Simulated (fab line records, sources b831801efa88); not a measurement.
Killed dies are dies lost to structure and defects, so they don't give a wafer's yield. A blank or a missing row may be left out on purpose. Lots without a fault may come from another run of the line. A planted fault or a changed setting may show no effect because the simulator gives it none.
A struck lot beside a sound one | flow sky130 | 43 steps out of a route of 708
Sound: wafers L120.3, L120.4, L120.5. Struck: wafers L127.3, L127.4, L127.6. The cause comes at the end.
At each step with rows: each side's tool, then ch and its chambers, then its first start. Under that, the readings that differ: sound wafers | struck wafers | difference of the means | sigmas: that difference in standard deviations of wafers without a fault.
alike: readings whose means differ by less than 2 such deviations, and words and numbers that are the same on both sides. not compared: withheld readings, readings that some wafer has no value for, bounds like >300 that may hide the same value, and numbers for which the record gives no deviation and whose values overlap.
The two part at a step that has a row with sigmas, a row that says differs or no value, or rows on one side only. Numbers that don't overlap but have no deviation are shown without sigmas and don't part them. A reading that every wafer of one side lacks parts them only if that side has two wafers or more.

first, 6 steps without rows for these wafers: SKY_DNWELL_COAT_02 (resist thk 3000 nm); SKY_DNWELL_SOFTBAKE_03; SKY_DNWELL_EXPOSE_04 (exposes mask DNM, target cd 3000 nm); SKY_DNWELL_PEB_05; SKY_DNWELL_DEVELOP_06 (develop time 60 s); SKY_DNWELL_IMPLANT_07.
SKY_DNWELL_STRIP_08: strips in O2/N2.
  sound on plasma_asher-04 ch 0,1, day 3 17:48; struck on plasma_asher-02 ch 0,1, day 5 17:36
  alike: drypump_motor_current_A, oes_product_au, strip_time_to_endpoint_s
  not compared: rf_hours_counter_h
SKY_DNWELL_TW_MEAS_09:
  sound on film_metro-01, day 3 17:53; struck on film_metro-04, day 5 17:41
  reading   | sound          | struck         | difference | sigmas
  DNWELL_TW | 1107 1096 1104 | 1141 1143 1145 | +41        | +3
then, 4 steps without rows for these wafers: SKY_PWDE_DEHYDRATE_00 (time 60 s); SKY_PWDE_HMDS_01 (prime time 60 s); SKY_PWDE_COAT_02 (resist thk 3000 nm); SKY_PWDE_SOFTBAKE_03.
SKY_PWDE_EXPOSE_04: exposes mask PWDEM, target cd 840 nm.
  sound on iline_stepper-02 ch 0, day 4 01:56; struck on iline_stepper-02 ch 0, day 6 02:59
  alike: mask, exposure_dose_mJ_cm2, reticle_temp_C
then, 2 steps without rows for these wafers: SKY_PWDE_PEB_05; SKY_PWDE_DEVELOP_06 (develop time 60 s).
SKY_PWDE_OVL_MEAS_07:
  sound on overlay-02, day 4 10:01; struck on overlay-02, day 6 11:36
  alike: PWDE_OVL
then, 1 step without rows for these wafers: SKY_PWDE_IMPLANT_08.
SKY_PWDE_STRIP_09: strips in O2/N2.
  sound on plasma_asher-03 ch 0,1, day 4 10:14; struck on plasma_asher-01 ch 0,1, day 6 11:49
  alike: drypump_motor_current_A, oes_product_au, strip_time_to_endpoint_s
  not compared: rf_hours_counter_h
SKY_PWDE_TW_MEAS_10:
  sound on film_metro-01, day 4 10:19; struck on film_metro-02, day 6 11:54
  alike: PWDE_TW
then, 7 steps without rows for these wafers: SKY_NWELL_DEHYDRATE_03 (time 60 s); SKY_NWELL_HMDS_04 (prime time 60 s); SKY_NWELL_COAT_05 (resist thk 3000 nm); SKY_NWELL_SOFTBAKE_06; SKY_NWELL_EXPOSE_07 (exposes mask NWM, target cd 840 nm); SKY_NWELL_PEB_08; SKY_NWELL_DEVELOP_09 (develop time 60 s).
SKY_NWELL_OVL_MEAS_10:
  sound on overlay-02, day 5 02:25; struck on overlay-01, day 7 06:31
  reading           | sound          | struck      | difference | sigmas
  NWELL_00_OVL (nm) | -1.5 -3.1 -0.3 | 0.0 1.9 0.9 | +2.6       | +2
then, 3 steps without rows for these wafers: SKY_NWELL_IMPLANT_11; SKY_NWELL_IMPLANT_12; SKY_NWELL_IMPLANT_13.
SKY_NWELL_STRIP_14: strips in O2/N2.
  sound on plasma_asher-04 ch 0,1, day 5 02:56; struck on plasma_asher-02 ch 0,1, day 7 07:02
  alike: drypump_motor_current_A, oes_product_au, strip_time_to_endpoint_s
  not compared: rf_hours_counter_h
SKY_NWELL_TW_MEAS_15:
  sound on film_metro-02, day 5 03:01; struck on film_metro-01, day 7 07:07
  alike: NWELL_TW
then, 7 steps without rows for these wafers: SKY_NWELL_DEHYDRATE_16 (time 60 s); SKY_NWELL_HMDS_17 (prime time 60 s); SKY_NWELL_COAT_18 (resist thk 3000 nm); SKY_NWELL_SOFTBAKE_19; SKY_NWELL_EXPOSE_20 (exposes mask NWM COMPLEMENT, target cd 840 nm); SKY_NWELL_PEB_21; SKY_NWELL_DEVELOP_22 (develop time 60 s).
SKY_NWELL_OVL_MEAS_23:
  sound on overlay-02, day 5 20:28; struck on overlay-01, day 8 03:16
  alike: NWELL_01_OVL
then, 1 step without rows for these wafers: SKY_NWELL_IMPLANT_24.
SKY_NWELL_STRIP_25: strips in O2/N2.
  sound on plasma_asher-04 ch 0,1, day 5 20:41; struck on plasma_asher-03 ch 0,1, day 8 03:28
  alike: drypump_motor_current_A, oes_product_au, strip_time_to_endpoint_s
  not compared: rf_hours_counter_h
-- the record jumps here: 41 days lie between the struck wafers' starts before and after (it left off in module NWELL and takes up again in module PAD_OPEN, whose first step shown is number 708 of the route) --
SKY_PAD_OPEN_PROBE_99:
  sound on prober-02, day 46 09:28; struck on prober-02, day 48 17:59
  reading                                   | sound           | struck          | difference | sigmas
  killed_at_M4_up                           | 3 0 1           | 8 7 6           | +6         | +3
  model.etest.res_p_drift_20v.width_nm (nm) | 826.2 823.3 831 | 845.1 849.9 846 | +20.2      |
  alike: killed_at_M0_to_M3, killed_at_contacts, killed_at_front_end, killed_at_other, killed_dies, killed_open, killed_short

WHERE THEY PART
First at SKY_DNWELL_TW_MEAS_09; last, within this record, at SKY_PAD_OPEN_PROBE_99.

WHY: what the simulator had put in
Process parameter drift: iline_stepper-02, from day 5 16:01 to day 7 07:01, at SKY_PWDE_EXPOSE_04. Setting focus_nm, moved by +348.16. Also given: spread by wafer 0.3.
